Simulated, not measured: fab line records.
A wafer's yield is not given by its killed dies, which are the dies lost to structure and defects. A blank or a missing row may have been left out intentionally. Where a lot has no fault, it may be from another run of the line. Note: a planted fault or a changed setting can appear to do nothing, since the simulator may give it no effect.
fab line records	flow sky130
[record] lots = 6	wafers = 18	last_day = 50
route steps=708 shown CONTACT@423 METAL1@434 PAD_OPEN@708
lots that met no fault: taken from a fault-free run of the same line
start_h: start of the lot's first displayed wafer, in hours after the record's first day	wait_h: hours since the lot's step before	" as in the row above	L1.1+2: a row that stands for several wafers	- value missing, or start not given	* or withheld: withheld	< > ~ a bound
route shown NAME@n: NAME is a module with steps in the file, n the number in the route of the first one	usual: mean/standard deviation taken from wafers without a fault	same: alike in all rows	chamber/n: place in a boat	sites: per-site readings	_std_site: how widely they spread, as a standard deviation	_edge_site: the outer-site mean with the inner-site mean subtracted	radius_mm: for every site, how far away it sits from the centre of the wafer	mask NAME#n: copy n	behind: the most recent tool/chamber to have shaped the wafer	hold: cause of the lot's hold/its duration in hours/its outcome	device: names the non-switching transistor (n, p or np)	end of line: the route-end tests of the same wafers	a step with no rows: only its recipe	killed: the dies lost at the first sort to structure and to defects; this is not the yield of the wafer	map: dies across one wafer; x = killed, . = not, _ = none there
set.NAME: setting as actually run; set.NAME@STEP: the setting as run at that earlier step	model.NAME: the simulator's own value behind a step, which no gauge read
lots at some steps of the route; a table a step, a row a wafer
services: the hour from which a tool's chamber was out of use, counted from the record's first day as start_h (under 0 if before that day), plus the number of hours and why
[[steps]]
[step SKY_CONTACT_ETCH_17]
[recipe] target = SiO2	chemistry = C4F8/O2/Ar	stop_on = Si3N4	mask_material = KrF-thick	source_w = 1500	bias_w = 1200	pressure_mtorr = 40	c4f8_flow_sccm = withheld	O2_flow_sccm = 6	Ar_flow_sccm = 300	time_s = withheld	target_depth_a = 3400
[usual] oes_product_au = 0.891/0.0047
lot.wafer	tool	chamber	start_h	wait_h	oes_product_au
L403.1	rie_diel-04	2	736.88	0.0	0.888
L403.2	"	0	"	"	0.889
L403.3	"	3	"	"	0.890
L406.1	rie_diel-04	2	767.95	0.0	0.887
L406.3	"	3	"	"	0.892
L406.4	"	1	"	"	0.902
L413.3	rie_diel-03	3	870.10	0.0	0.895
L413.4	"	2	"	"	0.892
L413.6	"	3	"	"	0.882
L414.4	rie_diel-01	0	875.25	0.0	0.890
L414.5	"	0	"	"	0.888
L414.6	"	3	"	"	0.893
L421.1	rie_diel-01	2	893.28	0.0	0.892
L421.3	"	1	"	"	0.889
L421.5	"	0	"	"	0.888
L424.1	rie_diel-04	0	910.80	0.0	0.893
L424.2	"	2	"	"	0.880
L424.3	"	1	"	"	0.892
[step SKY_CONTACT_ETCH_18]
[recipe] target = Si3N4	chemistry = CHF3/O2	stop_on = TiN	source_w = 600	bias_w = 200	pressure_mtorr = 40	chf3_flow_sccm = 50	O2_flow_sccm = 5	time_s = 39	target_depth_a = 750
[usual] drypump_motor_current_A = 5.6/0.52	oes_product_au = 0.856/0.0087	throttle_valve_pct = 8.794/0.0094
lot.wafer	tool	chamber	start_h	wait_h	drypump_motor_current_A	oes_product_au	rf_hours_counter_h	throttle_valve_pct
L403.1	rie_diel-04	2	-	-	5.6	0.846	6	8.795
L403.2	"	0	"	"	6.0	0.857	17	8.790
L403.3	"	3	"	"	4.9	0.848	2	8.792
L406.1	rie_diel-04	2	-	-	5.6	0.858	7	8.796
L406.3	"	3	"	"	4.9	0.866	2	8.783
L406.4	"	1	"	"	5.6	0.868	19	8.776
L413.3	rie_diel-03	3	-	-	5.2	0.851	15	8.788
L413.4	"	2	"	"	4.8	0.858	16	8.790
L413.6	"	3	"	"	5.3	0.858	-	8.803
L414.4	rie_diel-01	0	-	-	6.6	0.865	19	8.780
L414.5	"	0	"	"	6.7	0.873	-	8.796
L414.6	"	3	"	"	5.7	0.863	-	8.814
L421.1	rie_diel-01	2	-	-	5.7	0.852	12	8.793
L421.3	"	1	"	"	6.3	0.848	21	8.783
L421.5	"	0	"	"	6.6	0.852	-	8.782
L424.1	rie_diel-04	0	-	-	6.0	0.845	22	8.800
L424.2	"	2	"	"	5.6	0.836	12	8.805
L424.3	"	1	"	"	5.6	0.835	23	8.793
[step SKY_CONTACT_STRIP_19]
[recipe] chemistry = O2/N2	power_w = 1400	pressure_mtorr = 1500	platen_temp_c = withheld	o2_flow_sccm = 3000	n2_flow_sccm = 300	overash_fraction = 0.5
[usual] drypump_motor_current_A = 6.10/0.29	n2_flow_sccm = 300.2/0.87	oes_product_au = 0.380/0.0043	strip_time_to_endpoint_s = 3.614/0.025
lot.wafer	tool	chamber	start_h	wait_h	drypump_motor_current_A	n2_flow_sccm	oes_product_au	rf_hours_counter_h	strip_time_to_endpoint_s
L403.1	plasma_asher-02	1	736.97	-	6.16	300.6	0.382	88	3.641
L403.2	"	0	"	"	5.81	299.9	0.379	88	3.629
L403.3	"	1	"	"	6.17	301.3	0.385	-	3.649
L406.1	plasma_asher-03	0	768.04	-	5.70	300.2	0.378	35	3.648
L406.3	"	0	"	"	5.65	300.9	0.382	-	3.651
L406.4	"	1	"	"	6.36	300.4	0.378	-	3.606
L413.3	plasma_asher-02	0	870.23	-	5.84	300.0	0.383	-	3.565
L413.4	"	1	"	"	6.15	299.7	0.382	-	3.603
L413.6	"	0	"	"	5.87	299.2	0.372	-	3.601
L414.4	plasma_asher-02	0	875.37	-	5.82	300.2	0.382	-	3.616
L414.5	"	0	"	"	5.82	299.2	0.375	-	3.598
L414.6	"	1	"	"	6.18	301.5	0.379	-	3.579
L421.1	plasma_asher-03	1	893.37	-	6.35	300.8	0.378	48	3.609
L421.3	"	0	"	"	5.65	300.6	0.375	-	3.640
L421.5	"	1	"	"	6.35	300.8	0.378	-	3.623
L424.1	plasma_asher-03	0	910.89	-	5.64	300.3	0.373	50	3.639
L424.2	"	1	"	"	6.34	299.4	0.377	50	3.644
L424.3	"	0	"	"	5.65	300.4	0.383	-	3.622
[step SKY_CONTACT_STRIP_20]
[recipe] chemistry = post_etch_residue_remover	time_s = 1200	temp_c = 72.5
[step SKY_CONTACT_CLEAN_21]
[recipe] chemistry = IPA	time_s = 180	temp_c = 25
[step SKY_CONTACT_CLEAN_22]
[recipe] chemistry = O3/DIW	dry = n2_spin
[step SKY_CONTACT_SPUTTER_23]
[recipe] material = TiN	target_thk_nm = 20	chamber_pressure_pa = 5	power_w = 4000	time_s = 80
[step SKY_CONTACT_CVD_24]
[recipe] material = W	target_thk_nm = 340	time_s = 102.12	temp_c = 400	pressure_torr = 40
[step SKY_CONTACT_RS_MEAS_25]
[recipe] thk_meas_gauge = four-point-probe	reads = W_of_CONTACT_CVD_24+TiN_of_CONTACT_SPUTTER_23
[usual] CONTACT_W_RS = 0.334/0.0065
lot.wafer	tool	chamber	start_h	wait_h	CONTACT_W_RS[ohm/sq]
L403.1	film_metro-02	-	737.74	0.1	0.341
L403.2	"	-	"	"	0.339
L403.3	"	-	"	"	0.341
L406.1	film_metro-02	-	768.94	0.2	0.337
L406.3	"	-	"	"	0.334
L406.4	"	-	"	"	0.336
L413.3	film_metro-03	-	871.14	0.1	0.341
L413.4	"	-	"	"	0.324
L413.6	"	-	"	"	0.330
L414.4	film_metro-02	-	876.20	0.1	0.336
L414.5	"	-	"	"	0.335
L414.6	"	-	"	"	0.342
L421.1	film_metro-04	-	894.18	0.1	0.324
L421.3	"	-	"	"	0.328
L421.5	"	-	"	"	0.342
L424.1	film_metro-02	-	911.65	0.1	0.324
L424.2	"	-	"	"	0.336
L424.3	"	-	"	"	0.331
[step SKY_CONTACT_THK_MEAS_26]
[recipe] thk_meas_gauge = xrf	reads = W_of_CONTACT_CVD_24
[usual] CONTACT_W_THK = 345/8.6
lot.wafer	tool	chamber	start_h	wait_h	CONTACT_W_THK[nm]
L403.1	film_metro-02	-	737.86	0.1	333
L403.2	"	-	"	"	335
L403.3	"	-	"	"	333
L406.1	film_metro-02	-	769.06	0.1	341
L406.3	"	-	"	"	342
L406.4	"	-	"	"	338
L413.3	film_metro-03	-	871.24	0.1	344
L413.4	"	-	"	"	365
L413.6	"	-	"	"	358
L414.4	film_metro-02	-	876.29	0.1	340
L414.5	"	-	"	"	341
L414.6	"	-	"	"	338
L421.1	film_metro-04	-	894.30	0.1	360
L421.3	"	-	"	"	353
L421.5	"	-	"	"	340
L424.1	film_metro-02	-	911.77	0.1	358
L424.2	"	-	"	"	342
L424.3	"	-	"	"	352
[step SKY_CONTACT_CMP_27]
[recipe] stop_on = SiO2	t_overpolish_s = 15	down_force_psi = 3.5	platen_rpm = 60	target_thk_nm = 0	pad_velocity_m_s = 0.94248
[usual] head_pressure_psi = 3.501/0.0073	motor_current_A = 11.8/1	overpolish_run_s = 14.999/0.0094	time_to_endpoint_s = 81/4.6
lot.wafer	tool	chamber	start_h	wait_h	head_pressure_psi	motor_current_A	overpolish_run_s	time_to_endpoint_s
L403.1	cmp-02	0	737.92	0.1	3.493	12.8	14.991	73
L403.3	"	2	"	"	3.495	10.5	14.997	79
L403.2	"	3	"	"	3.493	10.6	15.004	75
L406.3	cmp-02	0	769.12	0.0	3.510	13.2	15.001	76
L406.1	"	1	"	"	3.491	11.0	14.982	83
L406.4	"	2	"	"	3.503	10.8	15.002	83
L413.4	cmp-02	1	871.28	0.0	3.502	11.6	14.994	84
L413.3	"	0	"	"	3.506	12.5	15.003	73
L413.6	"	1	"	"	3.487	11.3	15.001	82
L414.4	cmp-02	0	876.37	0.1	3.502	13.2	15.000	76
L414.5	"	3	"	"	3.490	10.6	15.003	79
L414.6	"	0	"	"	3.496	13.6	15.002	77
L421.3	cmp-01	3	894.46	0.1	3.496	10.9	14.994	85
L421.1	"	0	"	"	3.503	12.7	15.002	85
L421.5	"	1	"	"	3.504	12.4	15.000	82
L424.3	cmp-01	0	911.96	0.2	3.498	13.2	15.008	80
L424.2	"	1	"	"	3.500	12.8	14.993	84
L424.1	"	2	"	"	3.496	12.3	14.995	88
[step SKY_METAL1_SPUTTER_00]
[recipe] material = Ti	target_thk_nm = 15	power_w = 3000	time_s = 10	chamber_pressure_pa = 0.4
[step SKY_METAL1_SPUTTER_01]
[recipe] material = TiN	target_thk_nm = 20	power_w = 6500	time_s = 16.7	chamber_pressure_pa = 0.4
[usual] throttle_valve_pct = 29.6/1.1
lot.wafer	tool	chamber	start_h	wait_h	throttle_valve_pct	model.TiN_of_METAL1_SPUTTER_01.thk_nm
L403.1	pvd_sputter-01	-	738.24	0.0	27.4	20.18
L403.2	"	-	"	"	28.4	20.05
L403.3	"	-	"	"	30.1	20.12
L406.1	pvd_sputter-04	-	769.44	0.0	29.8	19.64
L406.3	"	-	"	"	29.9	19.62
L406.4	"	-	"	"	31.0	19.79
L413.3	pvd_sputter-04	-	871.60	0.0	30.0	38.72
L413.4	"	-	"	"	30.0	38.33
L413.6	"	-	"	"	30.0	38.69
L414.4	pvd_sputter-04	-	876.64	0.0	30.2	38.44
L414.5	"	-	"	"	31.0	38.48
L414.6	"	-	"	"	29.0	37.99
L421.1	pvd_sputter-02	-	894.68	0.0	29.4	20
L421.3	"	-	"	"	30.6	20.07
L421.5	"	-	"	"	29.5	19.83
L424.1	pvd_sputter-01	-	912.29	0.0	29.7	20.08
L424.2	"	-	"	"	27.6	20.02
L424.3	"	-	"	"	30.2	19.95
[step SKY_METAL1_SPUTTER_02]
[recipe] material = AlCu	target_thk_nm = 250	power_w = 10600	time_s = 13.3	chamber_pressure_pa = 0.4
[step SKY_METAL1_SPUTTER_03]
[recipe] material = Ti	target_thk_nm = 5	power_w = 3000	time_s = 3.3	chamber_pressure_pa = 0.4
[step SKY_METAL1_SPUTTER_04]
[recipe] material = TiN	target_thk_nm = 70	power_w = 6500	time_s = 58.3	chamber_pressure_pa = 0.4
[usual] throttle_valve_pct = 29.5/1.1
lot.wafer	tool	chamber	start_h	wait_h	throttle_valve_pct
L403.1	pvd_sputter-01	-	738.31	0.0	27.5
L403.2	"	-	"	"	28.0
L403.3	"	-	"	"	30.0
L406.1	pvd_sputter-04	-	769.51	0.0	30.2
L406.3	"	-	"	"	29.9
L406.4	"	-	"	"	31.1
L413.3	pvd_sputter-04	-	871.67	0.0	30.0
L413.4	"	-	"	"	30.0
L413.6	"	-	"	"	30.1
L414.4	pvd_sputter-04	-	876.71	0.0	29.7
L414.5	"	-	"	"	31.1
L414.6	"	-	"	"	29.1
L421.1	pvd_sputter-02	-	894.75	0.0	29.2
L421.3	"	-	"	"	30.2
L421.5	"	-	"	"	29.2
L424.1	pvd_sputter-01	-	912.35	0.0	29.7
L424.2	"	-	"	"	27.4
L424.3	"	-	"	"	30.2
[step SKY_METAL1_RS_MEAS_05]
[recipe] thk_meas_gauge = four-point-probe	reads = TiN_of_METAL1_SPUTTER_04+Ti_of_METAL1_SPUTTER_03+AlCu_of_METAL1_SPUTTER_02+TiN_of_METAL1_SPUTTER_01+Ti_of_METAL1_SPUTTER_00
[usual] METAL1_ALCU_RS = 0.1267/0.0016
lot.wafer	tool	chamber	start_h	wait_h	hold	METAL1_ALCU_RS[ohm/sq]
L403.1	film_metro-02	-	738.35	0.0	-	0.1269
L403.2	"	-	"	"	-	0.1254
L403.3	"	-	"	"	-	0.1244
L406.1	film_metro-04	-	769.56	0.0	-	0.1289
L406.3	"	-	"	"	-	0.1278
L406.4	"	-	"	"	-	0.1274
L413.3	film_metro-01	-	871.76	0.1	await_dispo/0.2h/release	0.1268
L413.4	"	-	"	"	await_dispo/0.2h/release	0.1271
L413.6	"	-	"	"	await_dispo/0.2h/release	0.1262
L413.3	film_metro-01	-	872.04	0.3	-	0.1268
L413.4	"	-	"	"	-	0.1273
L413.6	"	-	"	"	-	0.1263
L414.4	film_metro-01	-	876.82	0.1	await_dispo/0.2h/release	0.1277
L414.5	"	-	"	"	await_dispo/0.2h/release	0.1279
L414.6	"	-	"	"	await_dispo/0.2h/release	0.1273
L414.4	film_metro-01	-	877.11	0.3	-	0.1277
L414.5	"	-	"	"	-	0.1277
L414.6	"	-	"	"	-	0.1272
L421.1	film_metro-04	-	894.80	0.0	-	0.1277
L421.3	"	-	"	"	-	0.1268
L421.5	"	-	"	"	-	0.1280
L424.1	film_metro-01	-	912.40	0.0	-	0.1259
L424.2	"	-	"	"	-	0.1274
L424.3	"	-	"	"	-	0.1263
[step SKY_METAL1_THK_MEAS_06]
[recipe] thk_meas_gauge = xrf	reads = AlCu_of_METAL1_SPUTTER_02
[usual] METAL1_ALCU_THK = 246.5/3
lot.wafer	tool	chamber	start_h	wait_h	hold	METAL1_ALCU_THK[nm]
L403.1	film_metro-02	-	738.47	0.1	-	245.6
L403.2	"	-	"	"	-	248.2
L403.3	"	-	"	"	-	251.1
L406.1	film_metro-04	-	769.68	0.1	-	241.1
L406.3	"	-	"	"	-	245.0
L406.4	"	-	"	"	-	243.2
L413.3	film_metro-01	-	876.68	4.6	await_dispo/4.5h/release	243.2
L413.4	"	-	"	"	await_dispo/4.5h/release	247.6
L413.6	"	-	"	"	await_dispo/4.5h/release	247.8
L414.4	film_metro-01	-	878.87	1.7	await_dispo/1.6h/release	245.7
L414.5	"	-	"	"	await_dispo/1.6h/release	245.0
L414.6	"	-	"	"	await_dispo/1.6h/release	246.5
L421.1	film_metro-04	-	894.92	0.1	-	242.0
L421.3	"	-	"	"	-	245.4
L421.5	"	-	"	"	-	242.8
L424.1	film_metro-01	-	912.52	0.1	-	248.8
L424.2	"	-	"	"	-	247.0
L424.3	"	-	"	"	-	249.8
[step SKY_PAD_OPEN_PROBE_99]
[usual] defect_limited_yield = 82.6/2	killed_at_M0_to_M3 = 43/7.3	killed_at_M4_up = 3.4/1.7	killed_at_contacts = 24/4.5	killed_at_front_end = 16/4.4	killed_at_other = 0.2/0.51	killed_dies = 86/9.7	killed_open = 46/6.6	killed_short = 39/7.1	sort_bin_3_pad_short = 0.9/0.45	sort_bin_5_function = 10.4/1.4	sort_bin_6_memory = 6.2/1.2	sort_n_pass = 406/9.7	sort_yield_pct = 82.6/2
[same] gross_dies = 492	killed_at_back_side = 0	sort_bin_4_leakage[%] = 0	sort_bin_8_speed[%] = 0
lot.wafer	tool	chamber	start_h	wait_h	defect_limited_yield[%]	killed_at_M0_to_M3	killed_at_M4_up	killed_at_contacts	killed_at_front_end	killed_at_other	killed_dies	killed_open	killed_short	sort_bin_3_pad_short[%]	sort_bin_5_function[%]	sort_bin_6_memory[%]	sort_n_pass	sort_yield_pct[%]
L406.1	prober-01	-	1101.54	0.1	81.1	42	2	36	12	1	93	51	41	0.6	8.9	9.3	399	81.1
L406.3	prober-01	-	1101.64	0.2	82.3	49	3	18	17	0	87	52	35	1.4	10.6	5.7	405	82.3
L406.4	prober-01	-	1101.69	0.2	81.7	39	6	27	17	1	90	43	47	1.6	10.4	6.3	402	81.7
// killed by level:class
L406.1 CONTACT:geometric_particle:open=20 VIA1:geometric_particle:open=9 METAL1:geometric_particle:short=9 POLY_GATE:geometric_particle:open=7 LOCAL_INTERCONNECT:geometric_particle:short=6 CONTACT:geometric_particle:short=5 LI_CONTACT:geometric_particle:open=4 VIA1:geometric_particle:short=4
L406.3 CONTACT:geometric_particle:open=11 VIA1:geometric_particle:open=11 FIELD_ISO:geometric_particle:open=8 VIA1:geometric_particle:short=7 FIELD_ISO:geometric_particle:short=5 VIA2:geometric_particle:open=5 VIA3:geometric_particle:open=5 METAL1:geometric_particle:short=4
L406.4 CONTACT:geometric_particle:open=11 VIA2:geometric_particle:open=7 VIA1:geometric_particle:open=6 CONTACT:geometric_particle:short=6 METAL1:geometric_particle:short=6 METAL4:geometric_particle:short=6 VIA1:geometric_particle:short=5 FIELD_ISO:geometric_particle:short=4
[[services]]
tool	chamber	start_h	hours	kind
pvd_sputter-04	-	721.46	2.0	repair
cmp-01	-	737.15	1.1	repair
cmp-02	-	742.00	1.2	repair
pvd_sputter-02	-	743.03	1.1	repair
cmp-01	-	744.00	4.0	pm
rie_diel-01	-	745.65	2.8	pm
pvd_sputter-01	-	748.70	4.8	repair
rie_diel-03	0	753.09	7.5	repair
pvd_sputter-02	-	757.44	3.7	repair
rie_diel-04	3	757.67	8.2	repair
cmp-01	-	760.63	5.4	pm
plasma_asher-03	-	772.82	2.4	repair
cmp-02	-	774.88	3.5	repair
pvd_sputter-02	-	782.71	1.2	repair
cmp-02	-	817.34	4.3	pm
plasma_asher-03	-	840.66	1.6	repair
rie_diel-04	0	870.81	1.3	repair
pvd_sputter-01	-	890.77	4.1	repair
rie_diel-01	2	894.96	6.7	repair
cmp-02	-	897.36	14.7	repair
plasma_asher-02	-	897.75	12.4	repair
rie_diel-04	1	900.85	2.5	repair
rie_diel-01	3	903.34	3.1	repair
cmp-02	-	912.03	4.0	pm
[[key]]
[first_sign] step = SKY_METAL1_RS_MEAS_05	reading = visit	direction = added
effect none on later readings
[model_effect] step = SKY_METAL1_SPUTTER_01	value = TiN_of_METAL1_SPUTTER_01.thk_nm	without = 20.01	struck = 38.44
met_at SKY_METAL1_SPUTTER_01
struck_wafers L413.3,L413.4,L413.6,L414.4,L414.5,L414.6
onset_between 769.44 871.60
also_fits SKY_CONTACT_STRIP_19:plasma_asher-02,SKY_CONTACT_CMP_27:cmp-02,SKY_METAL1_SPUTTER_04:pvd_sputter-04
[fault] kind = process_parameter_drift	tool = pvd_sputter-04	chamber = -	onset_h = 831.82	steps = SKY_METAL1_SPUTTER_01	channel = target_thk_nm	offset = 18.429	shape = step	end_h = 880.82	acts_in = these_recipes_only	stated = 20
